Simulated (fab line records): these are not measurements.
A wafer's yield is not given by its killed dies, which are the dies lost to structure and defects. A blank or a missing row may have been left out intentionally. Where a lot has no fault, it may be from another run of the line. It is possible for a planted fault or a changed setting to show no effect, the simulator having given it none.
Chamber matching    flow sky130    SKY_VIA3_CMP_24 on cmp-02: 4 sister chambers
The step polishes, stops on SiO2, t overpolish 20 s, target thk 0 nm. 8 wafers are shown with their chamber, then 10 later ones without.

== WAFERS WITH THEIR CHAMBER ==
wafer   chamber  motorCurrentA (A)  overpolishRunS (s)
L078.6  1        9.5                19.984
L081.1  3        10.1               19.999
L081.3  2        12.1               20.002
L084.1  0        10.4               19.998
L084.3  2        11.7               20.002
L084.5  3        10.7               20.019
L088.1  1        9.6                19.999
L088.4  0        10.5               20.007

== WAFERS WITHOUT THEIR CHAMBER ==
wafer   motorCurrentA (A)  overpolishRunS (s)
L088.6  12.4               19.995
L090.1  11.4               20.004
L090.2  9.9                20.001
L090.6  10.0               19.998
L093.2  9.3                20.004
L093.3  10.4               20.016
L093.4  12.3               19.996
L097.1  9.9                19.985
L097.4  10.6               20.001
L097.6  9.4                20.004

== CHAMBER TAKEN BY EACH ==
wafer   from the rows above           in truth
L088.6  2                             2
L090.1  can't be placed: 2 or 0 or 3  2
L090.2  can't be placed: 1 or 3 or 0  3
L090.6  can't be placed: 0 or 1 or 3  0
L093.2  1                             1
L093.3  can't be placed: 3 or 0       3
L093.4  2                             2
L097.1  can't be placed: 1 or 0 or 3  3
L097.4  can't be placed: 0 or 3       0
L097.6  1                             1
4 of 10 placed correctly. Cannot be placed on the basis of these rows: 6; the candidates contain the true chamber in 6. 0 placed wrongly.
How it was worked out, from the rows above alone: a wafer's distance from a chamber is the root of the sum, over the readings, of the square of ((its reading less the chamber's mean) divided by the reading's scatter). The wafer belongs to the nearest chamber; if the next one is less than 2 further off, it can't be placed. For every chamber, the mean is computed from those of its wafers that are shown. The scatter: take each reading less its chamber's mean, square it, sum over the shown wafers, divide by the number of wafers less the number of chambers, and take the root.
